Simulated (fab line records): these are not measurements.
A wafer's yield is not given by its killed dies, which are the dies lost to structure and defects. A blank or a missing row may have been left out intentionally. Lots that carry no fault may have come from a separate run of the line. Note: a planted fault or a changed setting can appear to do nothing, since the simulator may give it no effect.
Struck lot and sound lot, side by side | flow sky130 | 21 steps out of a route of 708
Sound: these wafers, L764.1, L764.4, L764.5. Wafers struck: L770.3, L770.4, L770.6. The cause is named last.
Per side, at each step with rows, come the tool, then ch with its chambers, and then its first start. Under that, the readings that differ: sound wafers | struck wafers | difference of the means | sigmas: that difference in standard deviations of wafers without a fault.
alike: a reading whose means differ by less than 2 such deviations, as well as words and numbers matching on both sides. not compared: withheld readings; readings where some wafer has no value; bounds like >300 that might hide an equal value; numbers whose values overlap and for which the record gives no deviation.
Wherever a step has rows on one side only, a row that says differs or no value, or a row with sigmas, the two part there. Numbers that have no deviation but don't overlap get no sigmas and don't part them. A reading missing from all wafers of one side parts the sides only when that side holds two or more wafers.

SKY_METAL1_STRIP_20: strips in O2/N2.
  sound on plasma asher-03 ch 0,1, day 34 18:46; struck on plasma asher-04 ch 0,1, day 36 18:26
  reading                     | sound       | struck      | difference | sigmas
  drypump motor current A (A) | 5.0 5.0 5.5 | 6.7 6.0 6.7 | +1.3       | +2
  alike: n2 flow sccm, oes product au, strip time to endpoint s
  not compared: rf hours counter h
then, 4 steps without rows for these wafers: SKY_METAL1_STRIP_21 (strips in post etch residue remover, time 1200 s); SKY_METAL1_CLEAN_22 (cleans in IPA, time 180 s); SKY_METAL1_CLEAN_23 (cleans in O3/DIW); SKY_VIA1_HDPCVD_00 (deposits SiO2, target thk 1030 nm, time 171.7 s).
SKY_VIA1_THK_MEAS_01:
  struck on film metro-02, day 36 19:13; sound on film metro-03, day 34 19:28
  alike: VIA1_HDPCVD_THK
SKY_VIA1_CMP_02: polishes SiO2.
  sound on cmp-01 ch 0,1, day 34 19:31; struck on cmp-02 ch 0,3, day 36 19:15
  alike: head pressure psi, motor current A
SKY_VIA1_BOW_MEAS_03:
  struck on film metro-01, day 36 19:35; sound on film metro-02, day 34 19:49
  alike: VIA1_BOW
then, 4 steps without rows for these wafers: SKY_VIA1_DEHYDRATE_04 (time 60 s); SKY_VIA1_HMDS_05 (prime time 60 s); SKY_VIA1_COAT_06 (resist thk 60 nm); SKY_VIA1_COAT_07 (resist thk 450 nm).
SKY_VIA1_SOFTBAKE_08: time 90 s.
  sound on litho track-02 ch 0, day 35 09:00; struck on litho track-04 ch 0, day 37 08:00
  reading                  | sound                | struck            | difference | sigmas
  heater power total W (W) | 57.24 57.44 57.22    | 54.14 54.37 54.33 | -3.02      | -25
  plate temp C (C)         | 100.14 100.01 100.13 | 96.06 96.09 95.87 | -4.09      | -37
then, 2 steps without rows for these wafers: SKY_VIA1_EXPOSE_09 (exposes mask VIM, target cd 150 nm); SKY_VIA1_PEB_10.
SKY_VIA1_DEVELOP_11: develop time 60 s.
  sound: litho track-02 ch 0; struck: litho track-02 ch 0
  not compared: model.KrF-thick_of_VIA1_COAT_07.thk nm
SKY_VIA1_CD_MEAS_12: target cd 150 nm.
  struck on cd sem-02, day 37 21:10; sound on cd sem-01, day 35 22:10
  alike: cd nm
SKY_VIA1_OVL_MEAS_13:
  struck on overlay-02, day 37 21:16; sound on overlay-01, day 35 22:17
  reading       | sound   | struck | difference | sigmas
  VIA1_OVL (nm) | -5 1 -9 | 5 5 9  | +11        | +2
SKY_VIA1_ETCH_14: etches BARC in N2/H2, stops on SiO2, time 45.9 s, target depth 60 nm.
  sound on rie diel-03 ch 0,3, day 35 22:19; struck on rie diel-04 ch 0,2,3, day 37 21:17
  alike: drypump motor current A, n2 flow sccm, oes product au, rf fwd power W, throttle valve pct
  not compared: rf hours counter h, model.KrF-thick_of_VIA1_COAT_07.thk nm
SKY_VIA1_ETCH_15: etches SiO2 in C4F8/O2/Ar, stops on TiN, target depth 351 nm, time 54 s.
  sound on rie diel-03 ch 0,3, day 35 22:22; struck on rie diel-04 ch 0,2,3, day 37 21:20
  alike: oes product au, rf fwd power W
  not compared: rf hours counter h
next, for these wafers, 1 step has no rows: SKY_PAD_OPEN_PROBE_99.

== WHERE THEY PART ==
Last at SKY_VIA1_OVL_MEAS_13 as far as this record goes, first at SKY_METAL1_STRIP_20. Later steps at which nothing parts them and some readings are alike: SKY_VIA1_ETCH_14, SKY_VIA1_ETCH_15.

WHY: the cause the simulator had injected
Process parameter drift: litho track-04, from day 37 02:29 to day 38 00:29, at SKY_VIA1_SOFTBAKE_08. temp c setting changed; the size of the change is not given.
